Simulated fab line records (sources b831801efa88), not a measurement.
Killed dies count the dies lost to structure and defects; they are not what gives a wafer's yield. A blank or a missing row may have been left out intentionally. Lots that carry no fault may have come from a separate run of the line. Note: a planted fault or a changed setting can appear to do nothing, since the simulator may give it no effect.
A lot that was struck, set against a sound lot | flow sky130 | 42 steps out of a route of 708
Sound: wafers L683.4, L683.5, L683.6. Struck: wafer L697.2; the same lot's L697.1 was not struck, so it is left out; see the end for the cause.
At each step with rows: each side's tool, then ch and its chambers, then its first start. Under that, the readings that differ: sound wafers | struck wafers | difference of the means | sigmas: that difference in standard deviations of wafers without a fault.
alike: a reading whose means differ by less than 2 such deviations, as well as words and numbers matching on both sides. not compared: withheld readings; readings where some wafer has no value; bounds like >300 that might hide an equal value; numbers whose values overlap and for which the record gives no deviation.
Wherever a step has rows on one side only, a row that says differs or no value, or a row with sigmas, the two part there. Non-overlapping numbers with no deviation appear without sigmas and do not part them. Lack of a reading on every wafer of one side parts them only where that side has two or more wafers.

SKY_METAL3_CD_MEAS_13: target cd 300 nm.
  sound on cd_sem-02, day 38 05:05; struck on cd_sem-01, day 42 15:25
  alike: cd_nm
SKY_METAL3_OVL_MEAS_14:
  sound on overlay-02, day 38 05:10; struck on overlay-01, day 42 15:32
  alike: METAL3_OVL
then, 3 steps without rows for these wafers: SKY_METAL3_DESCUM_15 (chemistry O2, time 8 s); SKY_METAL3_ETCH_16 (etches BARC in N2/H2, stops on SiO2, time 88.2 s, target depth 60 nm); SKY_METAL3_ETCH_17 (etches SiO2 in C4F8/O2/Ar, stops on TiN, time 3.9 s, target depth 15 nm).
SKY_METAL3_METAL_ETCH_18: etches the open film in Cl2/BCl3, stops on SiO2, target depth 845 nm, time 183.1 s.
  sound on rie_metal-01 ch 0,1, day 38 05:23; struck on rie_metal-03 ch 1, day 42 15:43
  reading                | sound | struck | difference                   | sigmas
  rf_hours_counter_h (h) | - - - | 19     | no value on the sound wafers |
  alike: drypump_motor_current_A, he_backside_leak_sccm, oes_product_au, throttle_valve_pct
SKY_METAL3_STRIP_19: strips in O2/N2.
  sound on plasma_asher-04 ch 0,1, day 38 05:32; struck on plasma_asher-01 ch 0, day 42 15:53
  reading                | sound | struck | difference                   | sigmas
  rf_hours_counter_h (h) | - - - | 25     | no value on the sound wafers |
  alike: drypump_motor_current_A, oes_product_au, strip_time_to_endpoint_s
then, 4 steps without rows for these wafers: SKY_METAL3_STRIP_20 (strips in post etch residue remover, time 1200 s); SKY_METAL3_CLEAN_21 (cleans in IPA, time 180 s); SKY_METAL3_CLEAN_22 (cleans in O3/DIW); SKY_VIA3_HDPCVD_00 (deposits SiO2, target thk 1635 nm, time 272.5 s).
SKY_VIA3_THK_MEAS_01:
  sound on film_metro-04, day 38 06:21; struck on film_metro-03, day 42 16:43
  alike: VIA3_HDPCVD_THK
SKY_VIA3_CMP_02: polishes SiO2.
  sound on cmp-01 ch 0,3, day 38 06:26; struck on cmp-01 ch 2, day 42 16:54
  reading                                  | sound             | struck | difference | sigmas
  model.SiO2_of_VIA3_HDPCVD_00.thk_nm (nm) | 466.5 466.4 465.4 | 511.9  | +45.8      |
  alike: motor_current_A
SKY_VIA3_BOW_MEAS_03:
  sound on film_metro-03, day 38 06:44; struck on film_metro-03, day 42 17:29
  not compared: hold, VIA3_BOW
then, 7 steps without rows for these wafers: SKY_VIA3_HMDS_05 (prime time 60 s); SKY_VIA3_COAT_06 (resist thk 60 nm); SKY_VIA3_COAT_07 (resist thk 450 nm); SKY_VIA3_SOFTBAKE_08 (time 90 s); SKY_VIA3_EXPOSE_09 (exposes mask VIM3, target cd 200 nm); SKY_VIA3_PEB_10; SKY_VIA3_DEVELOP_11 (develop time 60 s).
SKY_VIA3_CD_MEAS_12: target cd 200 nm.
  sound on cd_sem-01, day 39 07:33; struck on cd_sem-01, day 43 16:07
  alike: cd_nm
SKY_VIA3_OVL_MEAS_13:
  sound on overlay-01, day 39 07:38; struck on overlay-01, day 43 16:14
  alike: VIA3_OVL
SKY_VIA3_ETCH_14: etches BARC in N2/H2, stops on SiO2, time 45.9 s, target depth 60 nm.
  sound on rie_diel-03 ch 0,1,2, day 39 07:39; struck on rie_diel-01 ch 1, day 43 16:16
  alike: drypump_motor_current_A, oes_product_au, throttle_valve_pct
  not compared: rf_hours_counter_h
SKY_VIA3_ETCH_15: etches SiO2 in C4F8/O2/Ar, stops on TiN, target depth 507 nm, time 78 s.
  sound on rie_diel-03 ch 0,1,2, day 39 07:41; struck on rie_diel-01 ch 1, day 43 16:18
  reading                          | sound             | struck | difference | sigmas
  oes_product_au (a.u.)            | 0.945 0.944 0.943 | 0.988  | +0.044     | +10
  model.VIA3.feature_depth_nm (nm) | 466.5 466.4 465.4 | 504.9  | +38.8      |
  model.etch.depth_nm (nm)         | 466.5 466.4 465.4 | 504.9  | +38.8      |
  not compared: rf_hours_counter_h
SKY_VIA3_STRIP_16: strips in O2/N2.
  sound on plasma_asher-03 ch 0,1, day 39 07:47; struck on plasma_asher-02 ch 1, day 43 16:22
  reading                | sound | struck | difference                   | sigmas
  rf_hours_counter_h (h) | - - - | 58     | no value on the sound wafers |
  alike: drypump_motor_current_A, oes_product_au, strip_time_to_endpoint_s
then, 3 steps without rows for these wafers: SKY_VIA3_STRIP_17 (strips in post etch residue remover, time 1200 s); SKY_VIA3_CLEAN_18 (cleans in IPA, time 180 s); SKY_VIA3_CLEAN_19 (cleans in O3/DIW).
SKY_VIA3_SPUTTER_20: material TiN, target thk 20 nm, time 80 s.
  sound on pvd_sputter-04, day 39 08:22; struck on pvd_sputter-02, day 43 16:58
  alike: throttle_valve_pct
then, 1 step without rows for these wafers: SKY_VIA3_CVD_21 (deposits W, target thk 390 nm, time 117.31 s).
SKY_VIA3_RS_MEAS_22: the measuring method here is four-point-probe.
  sound on film_metro-03, day 39 08:35; struck on film_metro-02, day 43 17:08
  alike: VIA3_W_RS
SKY_VIA3_THK_MEAS_23: measures by xrf.
  sound on film_metro-03, day 39 08:40; struck on film_metro-02, day 43 17:16
  alike: VIA3_W_THK
then, 7 steps without rows for these wafers: SKY_VIA3_CMP_24 (polishes, stops on SiO2, t overpolish 20 s, target thk 0 nm); SKY_METAL4_SPUTTER_00 (material Ti, target thk 15 nm, time 10 s); SKY_METAL4_SPUTTER_01 (material TiN, target thk 20 nm, time 16.7 s); SKY_METAL4_SPUTTER_02 (material AlCu, target thk 735 nm, time 39.1 s); SKY_METAL4_SPUTTER_03 (material Ti, target thk 5 nm, time 3.3 s); SKY_METAL4_SPUTTER_04 (material TiN, target thk 70 nm, time 58.3 s); SKY_CAP2M_CVD_00 (deposits SiO2, target thk 15.5 nm).
SKY_CAP2M_THK_MEAS_01:
  sound on film_metro-02, day 39 09:13; struck on film_metro-01, day 43 17:48
  alike: CAP2M_CVD_00_THK
SKY_METAL4_METAL_ETCH_18: etches the open film in Cl2/BCl3, stops on SiO2, target depth 845 nm, time 183.1 s.
  sound on rie_metal-02 ch 0,1, day 41 11:01; struck on rie_metal-01 ch 0, day 45 13:49
  reading                                  | sound             | struck | difference                   | sigmas
  rf_hours_counter_h (h)                   | - - -             | 22     | no value on the sound wafers |
  model.SiO2_of_VIA3_HDPCVD_00.thk_nm (nm) | 436.8 436.4 435.8 | 482.6  | +46.3                        |
  alike: drypump_motor_current_A, he_backside_leak_sccm, oes_product_au, throttle_valve_pct

## WHERE THEY PART
Earliest at SKY_METAL3_METAL_ETCH_18; latest, in this record, at SKY_METAL4_METAL_ETCH_18.

WHY: the cause the simulator had injected
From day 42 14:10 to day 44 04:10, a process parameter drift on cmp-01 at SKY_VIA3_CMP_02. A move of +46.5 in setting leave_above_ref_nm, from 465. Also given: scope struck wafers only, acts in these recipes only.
